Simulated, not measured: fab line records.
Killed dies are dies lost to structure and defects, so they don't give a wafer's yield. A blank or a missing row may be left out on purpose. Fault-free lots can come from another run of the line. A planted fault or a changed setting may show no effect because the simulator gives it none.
Which tool did it? / flow sky130 / 12 lots (36 wafers sampled), 1 step of a 708-step route

WHAT THE GAUGES SHOWED, per wafer
SKY_SD_P_TW_MEAS_11.
lot=L074; measured=day 25 07:15; on=film-metro-03; SD_P_TW=2797 2820 2810
lot=L077; measured=day 27 04:33; on=film-metro-02; SD_P_TW=2808 2810 2808
lot=L079; measured=day 30 18:30; on=film-metro-02; SD_P_TW=2817 2840 2828
lot=L083; measured=day 30 20:27; on=film-metro-03; SD_P_TW=2823 2834 2827
lot=L081; measured=day 30 20:49; on=film-metro-04; SD_P_TW=2824 2822 2806
lot=L082; measured=day 30 22:39; on=film-metro-02; SD_P_TW=2810 2812 2812
lot=L088; measured=day 31 05:52; on=film-metro-04; SD_P_TW=2822 2808 2815
lot=L089; measured=day 31 07:15; on=film-metro-02; SD_P_TW=2827 2803 2807
lot=L091; measured=day 31 08:30; on=film-metro-02; SD_P_TW=2795 2813 2799
lot=L093; measured=day 31 19:49; on=film-metro-03; SD_P_TW=2847 2830 2851
lot=L095; measured=day 32 02:07; on=film-metro-04; SD_P_TW=2811 2812 2816
lot=L097; measured=day 32 22:41; on=film-metro-03; SD_P_TW=2819 2831 2826

EACH LOT AND THE TOOL THAT RAN IT (in order: tool; ch and the chambers of the sampled wafers; start)
The record holds no process step before these readings.

THE ANSWER, worked out from the rows above alone
Rule: the usual values come from the lots themselves. The widest of any qualifying gaps counts: lots, ordered by their means at a reading, are off when they make up no more than a third of the lots, leave a main group of 4 or more, and stand apart from it by 3 or more times the standard deviation of that group's means. A main group is skipped when, at the precision printed for the reading in the tables above, its means are all equal. Also off: a lot with no number at a reading for which 4 or more lots have one. The other lots that the step has rows for count as sound.
No lot is off on any of the readings shown, so nothing can be concluded from this.

WHAT HAD BEEN PUT IN BY THE SIMULATOR
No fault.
